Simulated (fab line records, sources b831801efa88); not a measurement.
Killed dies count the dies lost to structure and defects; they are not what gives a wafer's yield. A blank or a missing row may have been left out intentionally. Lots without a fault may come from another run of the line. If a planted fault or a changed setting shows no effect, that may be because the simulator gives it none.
Which of the tools did it? ; flow gf180mcu ; 13 lots with 39 wafers sampled at 3 steps, on a route of 602 steps

== WHAT EACH GAUGE READ, for each wafer ==
GF_POLY_GATE_THK_MEAS_17.
lot;measured;on;POLY_GATE_OXIDATION_THK (nm)
L328;day 9 06:53;film metro-03;3.98 3.88 3.94
L329;day 9 11:31;film metro-03;4.05 4.03 3.95
L330;day 9 22:30;film metro-03;4.09 4.08 4.12
L331;day 10 03:07;film metro-03;4.02 4.02 4.14
L332;day 10 08:54;film metro-04;3.98 4.02 4.01
L333;day 10 17:01;film metro-03;4.03 4.03 4.08
L334;day 11 01:46;film metro-04;4.00 4.04 4.04
L335;day 11 09:11;film metro-02;3.97 3.93 3.98
L342;day 13 17:52;film metro-04;3.99 4.02 3.98
L344;day 14 11:41;film metro-04;3.87 3.81 3.80
L345;day 14 21:22;film metro-04;3.87 3.92 3.99
L349;day 15 20:55;film metro-02;4.04 3.93 3.93
L348;day 15 21:46;film metro-02;3.96 3.98 3.98

GF_POLY_GATE_CD_MEAS_18.
lot;measured;on;cd nm (nm)
L328;day 9 06:57;cd sem-02;280.9 281.6 283.3
L329;day 9 11:38;cd sem-01;281.5 281.6 280.8
L330;day 9 22:35;cd sem-01;281.2 279.7 279.7
L331;day 10 03:11;cd sem-01;281.0 279.8 280.2
L332;day 10 08:59;cd sem-02;279.7 279.4 278.9
L333;day 10 17:05;cd sem-02;280.7 281.6 281.0
L334;day 11 01:50;cd sem-02;281.0 278.7 281.3
L335;day 11 09:16;cd sem-02;278.9 279.9 281.5
L342;day 13 17:55;cd sem-01;280.2 280.9 280.5
L344;day 14 11:45;cd sem-01;280.2 280.5 279.6
L345;day 14 21:26;cd sem-01;281.2 279.7 278.2
L349;day 15 21:00;cd sem-01;278.3 280.7 279.7
L348;day 15 21:49;cd sem-01;276.0 279.7 277.0

GF_HV_LDD_OVL_MEAS_08.
lot;measured;on;HV_LDD_OVL (nm)
L328;day 10 00:54;overlay-01;-3.0 -0.7 -1.4
L329;day 10 05:05;overlay-02;0.0 -1.5 -1.2
L330;day 10 16:26;overlay-01;-0.4 -0.8 -0.4
L331;day 10 21:27;overlay-02;-0.6 -0.5 -0.1
L332;day 11 03:09;overlay-01;-0.9 -1.7 -0.2
L333;day 11 11:38;overlay-02;3.7 1.6 0.0
L334;day 11 20:15;overlay-01;0.9 1.1 -1.2
L335;day 12 04:16;overlay-02;-1.5 0.6 0.1
L342;day 14 14:08;overlay-01;-1.3 0.8 -0.8
L344;day 15 06:35;overlay-02;-1.3 -0.9 -1.0
L345;day 15 17:40;overlay-02;-1.1 -1.2 -2.0
L349;day 16 19:54;overlay-02;0.6 1.1 -0.6
L348;day 16 20:37;overlay-01;-0.9 0.2 -0.2

== EACH LOT AND THE TOOL THAT RAN IT (in order: tool; ch and the chambers of the sampled wafers; start) ==
No process step before these readings appears in the record.

== AS READ BY THE TOOLS THEMSELVES (means over the sampled wafers that have a number; for cases with no such wafer, the mark the record gives instead) ==
The record holds no such reading with a usual standard deviation.

== THE ANSWER, worked out from the rows above alone ==
Rule: the usual values come from the lots themselves. The widest of any qualifying gaps counts: lots, ordered by their means at a reading, are off when they make up no more than a third of the lots, leave a main group of 4 or more, and stand apart from it by 3 or more times the standard deviation of that group's means. The tables above print the reading to a certain number of digits; a main group whose means all agree to those digits is not used. A lot without any number at a reading at which 4 lots or more have one is off too. All remaining lots with rows at the step are treated as sound. After the gauges, taken in route order, come the tools' own readings; for these a lot's mean is taken, as printed above. At the first step where some lot is off, the reading lying furthest off is the one used; lots without a number count as furthest.
None of the lots is off at any reading shown; this tells nothing.

== WHAT THE SIMULATOR HAD PUT IN ==
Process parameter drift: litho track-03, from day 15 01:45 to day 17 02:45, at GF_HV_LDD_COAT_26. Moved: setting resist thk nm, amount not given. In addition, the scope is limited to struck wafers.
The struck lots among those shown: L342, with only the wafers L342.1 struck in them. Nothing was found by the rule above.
